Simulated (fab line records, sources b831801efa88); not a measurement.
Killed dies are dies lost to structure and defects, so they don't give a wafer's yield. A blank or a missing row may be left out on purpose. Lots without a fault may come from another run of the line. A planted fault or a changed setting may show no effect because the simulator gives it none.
One fault seen from 2 desks | flow gf180mcu | each desk has only its own numbers; what lay behind them comes last

THE METROLOGY DESK
What the gauges read, lot by lot, whatever tool the lot ran on: means of the sampled wafers that have a number. A lot is out of limits, marked OUT, if its mean lies more than 4 standard deviations from the usual mean; the brackets give that distance.
Columns: A = M2_ALCU_RS at GF_M2_RS_MEAS_05, usual 0.0698 ohm/sq; B = M2_ALCU_THK at GF_M2_THK_MEAS_06, usual 442 nm; C = cd_nm at GF_M2_CD_MEAS_14, usual 279.8 nm; D = M2_OVL at GF_M2_OVL_MEAS_15, usual -1 nm
lot  | first seen here | A      | B   | C     | D
L119 | day 20 18:07    | 0.0710 | 437 | 281.2 | 4
L121 | day 21 09:02    | 0.0708 | 434 | 279.4 | -2
L123 | day 22 00:00    | 0.0702 | 443 | 280.5 | -1
L124 | day 22 20:07    | 0.0689 | 452 | 279.3 | -0
L129 | day 24 16:35    | 0.0694 | 445 | 279.1 | 1
This desk's finding: nothing out of limits on any of the 5 lots.

THE TOOL OWNER'S DESK: rie_metal-03
The tool's own readings at GF_M2_METAL_ETCH_16 (etches the open film in Cl2/BCl3, stops on SiO2, target depth 627.5 nm, time 104.6 s): means of the sampled wafers that have a number, for each lot that ran on this tool. A lot is out of limits, marked OUT, if its mean lies more than 4 standard deviations from the usual mean; the brackets give that distance.
Columns: A = drypump_motor_current_A at GF_M2_METAL_ETCH_16, usual 5.7 A; B = oes_product_au at GF_M2_METAL_ETCH_16, usual 0.970 a.u.; C = run_length_s at GF_M2_METAL_ETCH_16, usual 132.9 s; D = throttle_valve_pct at GF_M2_METAL_ETCH_16, usual 28.253 %
lot  | first seen here | A   | B     | C               | D
L121 | day 22 08:53    | 6.0 | 0.962 | 133.1           | 28.252
L124 | day 23 19:11    | 6.0 | 0.975 | 133.1           | 28.249
L129 | day 25 14:14    | 5.7 | 0.946 | 138.4 (+12) OUT | 28.285
This desk's finding: out of limits on L129; first on L129, day 25 14:14 (run_length_s at GF_M2_METAL_ETCH_16). In limits: L121, L124.

PUT TOGETHER
The tool owner's desk could have raised an alarm at day 25 14:14, on L129.
The metrology desk saw nothing out of limits.
The metrology desk has L129 on record, within its limits.
Of the lots named, all ran GF_M2_METAL_ETCH_16 on rie_metal-03.

WHAT THE SIMULATOR HAD PUT IN
Process parameter drift: rie_metal-03, from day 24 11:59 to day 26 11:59, at GF_M2_METAL_ETCH_16. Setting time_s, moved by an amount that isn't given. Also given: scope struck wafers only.
Lots struck among those shown: L129.
Hours from the fault's start to each desk's first reading out of limits: the tool owner's desk, 26.
